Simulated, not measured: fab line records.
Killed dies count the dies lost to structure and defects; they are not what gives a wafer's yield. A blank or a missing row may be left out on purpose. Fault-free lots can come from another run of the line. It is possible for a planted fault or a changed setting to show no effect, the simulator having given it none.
The tool behind it: which one? || flow gf180mcu || 36 wafers from 12 lots sampled at 4 of the route's 602 steps

== WHAT EACH GAUGE READ, for each wafer ==
GF_V2_CD_MEAS_14: target cd 260 nm.
{"lot": "L281", "measured": "day 20 22:12", "on": "cd sem-01", "cd nm (nm)": "260.7 259.0 260.8"}
{"lot": "L282", "measured": "day 21 02:26", "on": "cd sem-01", "cd nm (nm)": "258.8 258.3 259.1"}
{"lot": "L283", "measured": "day 21 17:38", "on": "cd sem-01", "cd nm (nm)": "260.6 259.7 260.8"}
{"lot": "L284", "measured": "day 22 00:05", "on": "cd sem-02", "cd nm (nm)": "260.3 258.8 260.0"}
{"lot": "L287", "measured": "day 22 19:04", "on": "cd sem-02", "cd nm (nm)": "260.2 260.3 260.4"}
{"lot": "L289", "measured": "day 23 12:14", "on": "cd sem-01", "cd nm (nm)": "261.7 261.8 261.1"}
{"lot": "L290", "measured": "day 23 20:25", "on": "cd sem-02", "cd nm (nm)": "258.2 258.8 259.5"}
{"lot": "L291", "measured": "day 24 06:54", "on": "cd sem-01", "cd nm (nm)": "260.1 259.3 259.3"}
{"lot": "L295", "measured": "day 25 10:18", "on": "cd sem-02", "cd nm (nm)": "260.0 259.3 260.5"}
{"lot": "L297", "measured": "day 26 01:58", "on": "cd sem-02", "cd nm (nm)": "257.9 259.2 259.8"}
{"lot": "L298", "measured": "day 26 13:54", "on": "cd sem-02", "cd nm (nm)": "258.9 260.0 258.3"}
{"lot": "L303", "measured": "day 28 03:18", "on": "cd sem-02", "cd nm (nm)": "261.5 260.2 262.7"}

== WHICH TOOL RAN EACH LOT (tool, then ch and the chambers of the sampled wafers, then the start) ==
{"lot": "L281", "GF_M2_METAL_ETCH_16": "rie metal-04 ch 0, day 19 20:39", "GF_V2_CVD_02": "pecvd-03 ch 1,2, day 19 21:26", "GF_V2_CMP_04": "cmp-01 ch 1,2, day 19 21:34"}
{"lot": "L282", "GF_M2_METAL_ETCH_16": "rie metal-03 ch 0,1, day 20 01:05", "GF_V2_CVD_02": "pecvd-01 ch 0,2, day 20 01:55", "GF_V2_CMP_04": "cmp-02 ch 1,2, day 20 02:02"}
{"lot": "L283", "GF_M2_METAL_ETCH_16": "rie metal-03 ch 1, day 20 16:21", "GF_V2_CVD_02": "pecvd-03 ch 0,1,2, day 20 17:16", "GF_V2_CMP_04": "cmp-01 ch 1,2,3, day 20 17:27"}
{"lot": "L284", "GF_M2_METAL_ETCH_16": "rie metal-02 ch 0,1, day 20 22:49", "GF_V2_CVD_02": "pecvd-02 ch 0,2, day 20 23:37", "GF_V2_CMP_04": "cmp-01 ch 0,1,3, day 20 23:44"}
{"lot": "L287", "GF_M2_METAL_ETCH_16": "rie metal-04 ch 0,1, day 21 18:18", "GF_V2_CVD_02": "pecvd-03 ch 0,1, day 21 19:07", "GF_V2_CMP_04": "cmp-02 ch 0,1,2, day 21 19:21"}
{"lot": "L289", "GF_M2_METAL_ETCH_16": "rie metal-04 ch 0,1, day 22 11:36", "GF_V2_CVD_02": "pecvd-01 ch 0,1,2, day 22 12:24", "GF_V2_CMP_04": "cmp-01 ch 0,2,3, day 22 12:38"}
{"lot": "L290", "GF_M2_METAL_ETCH_16": "rie metal-03 ch 0,1, day 22 20:20", "GF_V2_CVD_02": "pecvd-02 ch 0,1,2, day 22 21:08", "GF_V2_CMP_04": "cmp-01 ch 2,3, day 22 21:16"}
{"lot": "L291", "GF_M2_METAL_ETCH_16": "rie metal-02 ch 0,1, day 23 06:27", "GF_V2_CVD_02": "pecvd-01 ch 0,1,2, day 23 07:14", "GF_V2_CMP_04": "cmp-01 ch 1,2, day 23 07:22"}
{"lot": "L295", "GF_M2_METAL_ETCH_16": "rie metal-03 ch 0,1, day 24 11:17", "GF_V2_CVD_02": "pecvd-02 ch 0,1,2, day 24 12:07", "GF_V2_CMP_04": "cmp-02 ch 0,2,3, day 24 12:14"}
{"lot": "L297", "GF_M2_METAL_ETCH_16": "rie metal-03 ch 0,1, day 25 04:14", "GF_V2_CVD_02": "pecvd-01 ch 0,1, day 25 04:59", "GF_V2_CMP_04": "cmp-01 ch 0,2,3, day 25 05:13"}
{"lot": "L298", "GF_M2_METAL_ETCH_16": "rie metal-02 ch 0,1, day 25 15:35", "GF_V2_CVD_02": "pecvd-02 ch 0,2, day 25 16:28", "GF_V2_CMP_04": "cmp-02 ch 0,1,2, day 25 16:39"}
{"lot": "L303", "GF_M2_METAL_ETCH_16": "rie metal-02 ch 0,1, day 27 06:24", "GF_V2_CVD_02": "pecvd-03 ch 0,2, day 27 07:14", "GF_V2_CMP_04": "cmp-01 ch 0,2,3, day 27 07:28"}
- GF_M2_METAL_ETCH_16: etches the open film in Cl2/BCl3, stops on SiO2, target depth 750.8 nm, time 125.1 s.
- GF_V2_CVD_02: deposits SiO2 from TEOS, target thk 850 nm, time 94.851 s.
- GF_V2_CMP_04: polishes SiO2.

== AS READ BY THE TOOLS THEMSELVES (means over the sampled wafers that have a number; for cases with no such wafer, the mark the record gives instead) ==
GF_M2_METAL_ETCH_16.
{"lot": "L281", "tool": "rie metal-04", "bcl3 flow sccm (sccm)": 39.87, "bias w (W)": 140.0, "drypump motor current A (A)": 5.87, "he backside leak sccm (sccm)": 3.08, "oes product au (a.u.)": 0.990, "throttle valve pct (%)": 28.229}
{"lot": "L282", "tool": "rie metal-03", "bcl3 flow sccm (sccm)": 39.96, "bias w (W)": 139.5, "drypump motor current A (A)": 5.84, "he backside leak sccm (sccm)": 3.55, "oes product au (a.u.)": 0.991, "throttle valve pct (%)": 28.231}
{"lot": "L283", "tool": "rie metal-03", "bcl3 flow sccm (sccm)": 40.13, "bias w (W)": 139.9, "drypump motor current A (A)": 6.01, "he backside leak sccm (sccm)": 3.44, "oes product au (a.u.)": 0.986, "throttle valve pct (%)": 28.231}
{"lot": "L284", "tool": "rie metal-02", "bcl3 flow sccm (sccm)": 40.04, "bias w (W)": 140.2, "drypump motor current A (A)": 6.19, "he backside leak sccm (sccm)": 3.27, "oes product au (a.u.)": 0.997, "throttle valve pct (%)": 28.229}
{"lot": "L287", "tool": "rie metal-04", "bcl3 flow sccm (sccm)": 40.02, "bias w (W)": 140.0, "drypump motor current A (A)": 5.86, "he backside leak sccm (sccm)": 3.12, "oes product au (a.u.)": 0.984, "throttle valve pct (%)": 28.234}
{"lot": "L289", "tool": "rie metal-04", "bcl3 flow sccm (sccm)": 39.97, "bias w (W)": 140.3, "drypump motor current A (A)": 5.83, "he backside leak sccm (sccm)": 3.20, "oes product au (a.u.)": 0.992, "throttle valve pct (%)": 28.235}
{"lot": "L290", "tool": "rie metal-03", "bcl3 flow sccm (sccm)": 40.00, "bias w (W)": 140.5, "drypump motor current A (A)": 5.93, "he backside leak sccm (sccm)": 3.65, "oes product au (a.u.)": 0.992, "throttle valve pct (%)": 28.221}
{"lot": "L291", "tool": "rie metal-02", "bcl3 flow sccm (sccm)": 39.94, "bias w (W)": 139.7, "drypump motor current A (A)": 6.19, "he backside leak sccm (sccm)": 3.35, "oes product au (a.u.)": 0.989, "throttle valve pct (%)": 28.229}
{"lot": "L295", "tool": "rie metal-03", "bcl3 flow sccm (sccm)": 39.99, "bias w (W)": 139.8, "drypump motor current A (A)": 5.82, "he backside leak sccm (sccm)": 3.50, "oes product au (a.u.)": 0.986, "throttle valve pct (%)": 28.238}
{"lot": "L297", "tool": "rie metal-03", "bcl3 flow sccm (sccm)": 39.90, "bias w (W)": 137.4, "drypump motor current A (A)": 5.83, "he backside leak sccm (sccm)": 3.18, "oes product au (a.u.)": 0.983, "throttle valve pct (%)": 28.238}
{"lot": "L298", "tool": "rie metal-02", "bcl3 flow sccm (sccm)": 40.02, "bias w (W)": 140.1, "drypump motor current A (A)": 6.19, "he backside leak sccm (sccm)": 3.29, "oes product au (a.u.)": 0.994, "throttle valve pct (%)": 28.225}
{"lot": "L303", "tool": "rie metal-02", "bcl3 flow sccm (sccm)": 39.93, "bias w (W)": 139.6, "drypump motor current A (A)": 6.20, "he backside leak sccm (sccm)": 3.33, "oes product au (a.u.)": 0.991, "throttle valve pct (%)": 28.229}

GF_V2_CVD_02.
{"lot": "L281", "tool": "pecvd-03", "heater power w (W)": 826}
{"lot": "L282", "tool": "pecvd-01", "heater power w (W)": 738}
{"lot": "L283", "tool": "pecvd-03", "heater power w (W)": 687}
{"lot": "L284", "tool": "pecvd-02", "heater power w (W)": 613}
{"lot": "L287", "tool": "pecvd-03", "heater power w (W)": 752}
{"lot": "L289", "tool": "pecvd-01", "heater power w (W)": 720}
{"lot": "L290", "tool": "pecvd-02", "heater power w (W)": 636}
{"lot": "L291", "tool": "pecvd-01", "heater power w (W)": 738}
{"lot": "L295", "tool": "pecvd-02", "heater power w (W)": 629}
{"lot": "L297", "tool": "pecvd-01", "heater power w (W)": 593}
{"lot": "L298", "tool": "pecvd-02", "heater power w (W)": 589}
{"lot": "L303", "tool": "pecvd-03", "heater power w (W)": 559}

GF_V2_CMP_04.
{"lot": "L281", "tool": "cmp-01", "motor current A (A)": 9.9, "time to endpoint s (s)": 83}
{"lot": "L282", "tool": "cmp-02", "motor current A (A)": 12.5, "time to endpoint s (s)": 79}
{"lot": "L283", "tool": "cmp-01", "motor current A (A)": 10.9, "time to endpoint s (s)": 78}
{"lot": "L284", "tool": "cmp-01", "motor current A (A)": 11.3, "time to endpoint s (s)": 84}
{"lot": "L287", "tool": "cmp-02", "motor current A (A)": 12.7, "time to endpoint s (s)": 88}
{"lot": "L289", "tool": "cmp-01", "motor current A (A)": 11.7, "time to endpoint s (s)": 78}
{"lot": "L290", "tool": "cmp-01", "motor current A (A)": 11.1, "time to endpoint s (s)": 74}
{"lot": "L291", "tool": "cmp-01", "motor current A (A)": 10.6, "time to endpoint s (s)": 76}
{"lot": "L295", "tool": "cmp-02", "motor current A (A)": 12.4, "time to endpoint s (s)": 84}
{"lot": "L297", "tool": "cmp-01", "motor current A (A)": 12.0, "time to endpoint s (s)": 76}
{"lot": "L298", "tool": "cmp-02", "motor current A (A)": 12.9, "time to endpoint s (s)": 83}
{"lot": "L303", "tool": "cmp-01", "motor current A (A)": 11.6, "time to endpoint s (s)": 79}

== THE ANSWER, worked out from the rows above alone ==
Rule: what is usual is taken from the lots themselves. Put in order of their means at a reading, lots are off if they are a third of the lots or fewer, leave a main group of 4 or more, and stand apart from it by a gap of 3 or more times the standard deviation of the main group's means; of several such gaps the widest counts. The tables above print the reading to a certain number of digits; a main group whose means all agree to those digits is not used. Also off: a lot with no number at a reading for which 4 or more lots have one. All remaining lots with rows at the step are treated as sound. After the gauges, taken in route order, come the tools' own readings; for these a lot's mean is taken, as printed above. The first step at which some lot is off is used, and at that step the reading that is off furthest; a lot without a number counts as furthest.
Off, at GF_M2_METAL_ETCH_16 on bias w: L297. Mean 140.0 W and standard deviation 0.29 in the main group.
If a tool, at that step or one of the process steps before it, ran each lot that is off and ran no sound lot following the first of them, it fits. One fits: GF_M2_METAL_ETCH_16 on rie metal-03. Its last sound lot is L295 (day 24 11:17), its first lot that is off L297 (day 25 04:14): a fault that began between those two fits.
On the lots that are off, the tool's own readings at GF_M2_METAL_ETCH_16 differ by more than 5 times the standard deviation of the sound lots' means, which bears it out; bias w reads 137.4 W there versus 140.0 W on the sound lots.

== WHAT THE SIMULATOR HAD INSERTED ==
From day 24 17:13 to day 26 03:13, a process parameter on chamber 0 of rie metal-03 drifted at GF_M2_METAL_ETCH_16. A move of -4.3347 in setting bias w, from 140. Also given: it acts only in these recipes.
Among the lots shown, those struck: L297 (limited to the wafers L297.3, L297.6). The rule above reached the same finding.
